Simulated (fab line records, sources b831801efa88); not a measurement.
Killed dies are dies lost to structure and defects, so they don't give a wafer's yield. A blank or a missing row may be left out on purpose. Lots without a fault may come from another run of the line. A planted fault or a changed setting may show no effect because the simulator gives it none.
A struck lot beside a sound one | flow sky130 | 34 steps out of a route of 708
Sound: wafers L263.1, L263.3, L263.6. Struck: wafers L266.1, L266.3, L266.5. The cause comes at the end.
At each step with rows: each side's tool, then ch and its chambers, then its first start. Under that, the readings that differ: sound wafers | struck wafers | difference of the means | sigmas: that difference in standard deviations of wafers without a fault.
alike: readings whose means differ by less than 2 such deviations, and words and numbers that are the same on both sides. not compared: withheld readings, readings that some wafer has no value for, bounds like >300 that may hide the same value, and numbers for which the record gives no deviation and whose values overlap.
The two part at a step that has a row with sigmas, a row that says differs or no value, or rows on one side only. Numbers that don't overlap but have no deviation are shown without sigmas and don't part them. A reading that every wafer of one side lacks parts them only if that side has two wafers or more.

SKY_SD_P_CD_MEAS_07: target cd 380 nm.
  sound on cd_sem-02, day 26 08:50; struck on cd_sem-01, day 28 18:32
  reading    | sound             | struck            | difference | sigmas
  cd_nm (nm) | 374.0 375.4 378.4 | 384.3 382.0 380.1 | +6.2       | +2
SKY_SD_P_OVL_MEAS_08:
  sound on overlay-02, day 26 08:57; struck on overlay-02, day 28 18:39
  alike: SD_P_OVL
then, 1 step without rows for these wafers: SKY_SD_P_IMPLANT_09.
SKY_SD_P_STRIP_10: strips in O2/N2.
  sound on plasma_asher-03 ch 0,1, day 26 09:08; struck on plasma_asher-03 ch 0,1, day 28 18:50
  alike: drypump_motor_current_A, oes_product_au, strip_time_to_endpoint_s
  not compared: rf_hours_counter_h
SKY_SD_P_TW_MEAS_11:
  sound on film_metro-04, day 26 09:14; struck on film_metro-02, day 28 18:56
  alike: SD_P_TW
then, 7 steps without rows for these wafers: SKY_RES_XHIGH_DEHYDRATE_00 (time 60 s); SKY_RES_XHIGH_HMDS_01 (prime time 60 s); SKY_RES_XHIGH_COAT_02 (resist thk 1140 nm); SKY_RES_XHIGH_SOFTBAKE_03 (time 60 s); SKY_RES_XHIGH_EXPOSE_04 (exposes mask URPM, target cd 1270 nm); SKY_RES_XHIGH_PEB_05; SKY_RES_XHIGH_DEVELOP_06 (develop time 60 s).
SKY_RES_XHIGH_IMPLANT_07:
  sound on implanter-03 ch 0, day 27 14:14; struck on implanter-03 ch 0, day 29 22:32
SKY_RES_XHIGH_STRIP_08: strips in O2/N2.
  sound on plasma_asher-02 ch 0,1, day 27 14:23; struck on plasma_asher-01 ch 0,1, day 29 22:41
  reading                      | sound             | struck            | difference | sigmas
  oes_product_au (a.u.)        | 0.708 0.712 0.712 | 0.680 0.691 0.692 | -0.023     | -5
  strip_time_to_endpoint_s (s) | 14.25 14.25 14.24 | 15.04 15.08 15.07 | +0.82      | +23
  alike: drypump_motor_current_A
  not compared: rf_hours_counter_h
SKY_RES_XHIGH_TW_MEAS_09:
  sound on film_metro-03, day 27 14:29; struck on film_metro-04, day 29 23:01
  reading      | sound          | struck         | difference | sigmas
  RES_XHIGH_TW | 1643 1640 1642 | 2031 2028 2027 | +387       | +30
then, 7 steps without rows for these wafers: SKY_SD_N_DEHYDRATE_00 (time 60 s); SKY_SD_N_HMDS_01 (prime time 60 s); SKY_SD_N_COAT_02 (resist thk 1140 nm); SKY_SD_N_SOFTBAKE_03 (time 60 s); SKY_SD_N_EXPOSE_04 (exposes mask NSDM, target cd 380 nm); SKY_SD_N_PEB_05; SKY_SD_N_DEVELOP_06 (develop time 60 s).
SKY_SD_N_CD_MEAS_07: target cd 380 nm.
  sound on cd_sem-01, day 28 18:56; struck on cd_sem-02, day 31 02:40
  alike: cd_nm
SKY_SD_N_OVL_MEAS_08:
  sound on overlay-02, day 28 19:04; struck on overlay-01, day 31 02:47
  alike: SD_N_OVL
then, 2 steps without rows for these wafers: SKY_SD_N_IMPLANT_09; SKY_SD_N_IMPLANT_10.
SKY_SD_N_STRIP_11: strips in O2/N2.
  sound on plasma_asher-03 ch 0, day 28 19:24; struck on plasma_asher-03 ch 0,1, day 31 03:08
  alike: drypump_motor_current_A, oes_product_au, strip_time_to_endpoint_s
  not compared: rf_hours_counter_h
SKY_SD_N_TW_MEAS_12:
  sound on film_metro-04, day 28 19:30; struck on film_metro-04, day 31 03:14
  alike: SD_N_TW
then, 1 step without rows for these wafers: SKY_SD_N_CLEAN_13 (cleans in SC1/SC2, time 150 s).
SKY_SD_N_RTA_14: time 2 s.
  sound on rtp_anneal-01 ch 0, day 28 19:37; struck on rtp_anneal-01 ch 0, day 31 03:21
  alike: anneal_temp_c_max, lamp_power_pct, wafer_temp_C_max
SKY_SD_N_RS_MEAS_16: measures by four-point-probe.
  sound on film_metro-03, day 28 19:47; struck on film_metro-02, day 31 03:31
  alike: SD_N_RS
SKY_SD_N_RS_MEAS_17: measures by four-point-probe.
  sound on film_metro-03, day 28 19:54; struck on film_metro-02, day 31 03:38
  alike: SD_P_RS
SKY_SD_N_RS_MEAS_18: measures by four-point-probe.
  sound on film_metro-03, day 28 20:01; struck on film_metro-02, day 31 04:03
  reading               | sound             | struck            | difference | sigmas
  RES_XHIGH_RS (ohm/sq) | 332.8 332.4 332.5 | 204.6 204.7 204.1 | -128.1     | -99 or more
SKY_PAD_OPEN_PROBE_99:
  the record has rows for the sound wafers here (prober-01, day 46 15:04) and none for the struck ones

WHERE THEY PART
First at SKY_SD_P_CD_MEAS_07; last, within this record, at SKY_PAD_OPEN_PROBE_99.

WHY: what the simulator had put in
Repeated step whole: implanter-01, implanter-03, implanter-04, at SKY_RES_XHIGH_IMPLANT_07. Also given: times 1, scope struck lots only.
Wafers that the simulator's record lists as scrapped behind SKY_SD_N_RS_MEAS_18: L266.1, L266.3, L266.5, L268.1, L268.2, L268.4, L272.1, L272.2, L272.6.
